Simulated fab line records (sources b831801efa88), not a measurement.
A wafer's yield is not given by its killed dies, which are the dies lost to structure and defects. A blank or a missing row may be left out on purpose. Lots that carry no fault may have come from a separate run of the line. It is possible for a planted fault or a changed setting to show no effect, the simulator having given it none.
A struck lot beside a sound one :: flow sky130 :: 15 out of 708 route steps
Sound: these wafers, L413.1, L413.4, L413.6. Struck: wafers L431.3, L431.5. (L431.6 of the same lot was not struck and is left out.) The cause comes at the end.
At each step with rows: each side's tool, then ch and its chambers, then its first start. Under that, the readings that differ: sound wafers :: struck wafers :: difference of the means :: sigmas: that difference in standard deviations of wafers without a fault.
alike: same words and numbers on both sides, and readings whose means sit less than 2 such deviations apart. not compared: any withheld reading, any reading some wafer has no value for, any bound like >300 that may hide the same value, and any number with overlapping values for which the record gives no deviation.
A row with sigmas, a row that says differs or no value, or rows on one side alone: a step with any of these is where the two part. Numbers that don't overlap but have no deviation are shown without sigmas and don't part them. A reading missing from all wafers of one side parts the sides only when that side holds two or more wafers.

first, 1 step without rows for these wafers: SKY_VIA1_ETCH_14 (etches BARC in N2/H2, stops on SiO2, time 45.9 s, target depth 60 nm).
SKY_VIA1_ETCH_15: etches SiO2 in C4F8/O2/Ar, stops on TiN, target depth 351 nm, time 54 s.
  sound on rieDiel-03 ch 0,3, day 35 12:27; struck on rieDiel-03 ch 0,3, day 40 13:11
  alike: chamberPressureMTorr, oesProductAu
  not compared: rfHoursCounterH
then, 5 steps without rows for these wafers: SKY_VIA1_STRIP_16 (strips in O2/N2); SKY_VIA1_STRIP_17 (strips in post etch residue remover, time 1200 s); SKY_VIA1_CLEAN_18 (cleans in IPA, time 180 s); SKY_VIA1_CLEAN_19 (cleans in O3/DIW); SKY_VIA1_SPUTTER_20 (material TiN, target thk 20 nm, time 80 s).
SKY_VIA1_CVD_21: deposits W, target thk 270 nm, time 80.902 s.
  sound on cvdW-01 ch 1, day 35 13:09; struck on cvdW-01 ch 0,1, day 40 13:58
  alike: heaterPowerW
SKY_VIA1_RS_MEAS_22: measures by four-point-probe.
  sound on filmMetro-03, day 35 13:14; struck on filmMetro-01, day 40 14:04
  alike: VIA1_W_RS
SKY_VIA1_THK_MEAS_23: measures by xrf.
  sound on filmMetro-03, day 35 13:22; struck on filmMetro-01, day 40 14:10
  alike: VIA1_W_THK
SKY_VIA1_CMP_24: polishes, stops on SiO2, t overpolish 15 s, target thk 0 nm.
  sound on cmp-01 ch 0,2,3, day 35 13:31; struck on cmp-02 ch 1,3, day 40 14:22
  alike: motorCurrentA, overpolishRunS, timeToEndpointS
SKY_METAL2_SPUTTER_00: material Ti, target thk 15 nm, time 10 s.
  sound on pvdSputter-03, day 35 13:49; struck on pvdSputter-03, day 40 14:31
  alike: throttleValvePct
SKY_METAL2_SPUTTER_01: material TiN, target thk 20 nm, time 16.7 s.
  sound on pvdSputter-03, day 35 13:50; struck on pvdSputter-03, day 40 14:32
reading: model.TiN_of_METAL2_SPUTTER_01.thkNm (nm)
sound: 19.9 19.54 19.91
struck: 28.38 28.45
difference: +8.63
sigmas: 
  alike: throttleValvePct
SKY_METAL2_SPUTTER_02: material AlCu, target thk 250 nm, time 13.3 s.
  sound on pvdSputter-03, day 35 13:52; struck on pvdSputter-03, day 40 14:34
  alike: throttleValvePct
-- the record jumps here: 10 days lie between the struck wafers' starts before and after (it left off in module METAL2 and takes up again in module PAD_OPEN, whose first step shown is number 708 of the route) --
SKY_PAD_OPEN_PROBE_99:
  sound on prober-01, day 47 04:25; struck on prober-02, day 50 18:17
  alike: defectLimitedYield, killed_at_M0_to_M3, killed_at_M4_up, killedAtContacts, killedAtFrontEnd, killedAtOther, killedDies, killedOnRim, killedOpen, killedShort, sort_bin_3_pad_short, sort_bin_5_function, sort_bin_6_memory, sortNPass, sortYieldPct

== WHERE THEY PART ==
Nowhere in this record.

WHY: the cause the simulator had injected
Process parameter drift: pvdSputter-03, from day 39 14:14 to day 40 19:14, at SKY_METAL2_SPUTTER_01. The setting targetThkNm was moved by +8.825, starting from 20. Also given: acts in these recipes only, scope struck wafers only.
